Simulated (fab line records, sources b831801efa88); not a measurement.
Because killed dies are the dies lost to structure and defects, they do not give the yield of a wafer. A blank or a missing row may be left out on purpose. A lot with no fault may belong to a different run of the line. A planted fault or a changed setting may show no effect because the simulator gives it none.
Matching of chambers / flow sky130 / 4 sister chambers for SKY_VIA2_CMP_02 on cmp-02
The step polishes SiO2. 14 wafers are shown with their chamber, then 7 later ones without.

== EACH WAFER AND ITS CHAMBER ==
wafer=L924.3; chamber=0; motorCurrentA (A)=10.8; retainingRingPressureFrac=0.999; edgeZonePressureFrac=0.997
wafer=L924.4; chamber=3; motorCurrentA (A)=12.7; retainingRingPressureFrac=1.007; edgeZonePressureFrac=1.002
wafer=L924.6; chamber=2; motorCurrentA (A)=13.9; retainingRingPressureFrac=0.996; edgeZonePressureFrac=0.990
wafer=L927.2; chamber=3; motorCurrentA (A)=12.1; retainingRingPressureFrac=1.004; edgeZonePressureFrac=0.995
wafer=L927.4; chamber=0; motorCurrentA (A)=10.8; retainingRingPressureFrac=1.007; edgeZonePressureFrac=0.992
wafer=L927.5; chamber=1; motorCurrentA (A)=11.7; retainingRingPressureFrac=1.004; edgeZonePressureFrac=1.003
wafer=L926.1; chamber=2; motorCurrentA (A)=13.7; retainingRingPressureFrac=0.999; edgeZonePressureFrac=1.003
wafer=L926.4; chamber=0; motorCurrentA (A)=10.6; retainingRingPressureFrac=1.006; edgeZonePressureFrac=1.004
wafer=L926.6; chamber=2; motorCurrentA (A)=13.9; retainingRingPressureFrac=1.007; edgeZonePressureFrac=1.003
wafer=L934.1; chamber=0; motorCurrentA (A)=10.0; retainingRingPressureFrac=1.000; edgeZonePressureFrac=1.004
wafer=L934.2; chamber=1; motorCurrentA (A)=11.8; retainingRingPressureFrac=0.995; edgeZonePressureFrac=0.993
wafer=L934.4; chamber=3; motorCurrentA (A)=13.3; retainingRingPressureFrac=1.004; edgeZonePressureFrac=1.003
wafer=L935.1; chamber=0; motorCurrentA (A)=10.6; retainingRingPressureFrac=1.006; edgeZonePressureFrac=1.002
wafer=L935.5; chamber=2; motorCurrentA (A)=13.4; retainingRingPressureFrac=0.999; edgeZonePressureFrac=0.997

SIGNATURES (averages over the wafers above)
reading=motorCurrentA; chamber 0=10.560; chamber 1=11.750; chamber 2=13.725; chamber 3=12.700; scatter within a chamber=0.364
reading=retainingRingPressureFrac; chamber 0=1.00360; chamber 1=0.99950; chamber 2=1.00025; chamber 3=1.00500; scatter within a chamber=0.00413
reading=edgeZonePressureFrac; chamber 0=0.99980; chamber 1=0.99800; chamber 2=0.99825; chamber 3=1.00000; scatter within a chamber=0.00558
Rule: distance of a wafer from a chamber = root of the sum over the readings of ((wafer's reading minus chamber's mean) / reading's scatter) squared. The wafer belongs to the nearest chamber; if the next one is less than 2 further off, it can't be placed. The scatter: take each reading less its chamber's mean, square it, sum over the shown wafers, divide by the number of wafers less the number of chambers, and take the root.

== WAFERS WHOSE CHAMBER IS MISSING ==
wafer=L935.6; motorCurrentA (A)=12.0; retainingRingPressureFrac=1.002; edgeZonePressureFrac=1.001
wafer=L939.2; motorCurrentA (A)=12.4; retainingRingPressureFrac=0.995; edgeZonePressureFrac=0.998
wafer=L939.3; motorCurrentA (A)=11.1; retainingRingPressureFrac=0.998; edgeZonePressureFrac=0.998
wafer=L939.6; motorCurrentA (A)=13.4; retainingRingPressureFrac=1.003; edgeZonePressureFrac=0.999
wafer=L940.1; motorCurrentA (A)=14.2; retainingRingPressureFrac=0.998; edgeZonePressureFrac=1.007
wafer=L940.2; motorCurrentA (A)=12.4; retainingRingPressureFrac=1.002; edgeZonePressureFrac=0.996
wafer=L940.4; motorCurrentA (A)=11.1; retainingRingPressureFrac=0.999; edgeZonePressureFrac=1.007

== WHICH CHAMBER EACH WENT THROUGH ==
wafer=L935.6; from the rows above=can't be placed: 1 or 3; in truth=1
wafer=L939.2; from the rows above=can't be placed: 1 or 3 or 2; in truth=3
wafer=L939.3; from the rows above=can't be placed: 1 or 0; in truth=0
wafer=L939.6; from the rows above=can't be placed: 2 or 3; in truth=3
wafer=L940.1; from the rows above=2; in truth=2
wafer=L940.2; from the rows above=can't be placed: 3 or 1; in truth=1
wafer=L940.4; from the rows above=can't be placed: 0 or 1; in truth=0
Placed correctly: 1 of 7. Unplaceable from these rows: 6, with the true chamber sitting among the candidates in 6. Number placed wrongly: 0.
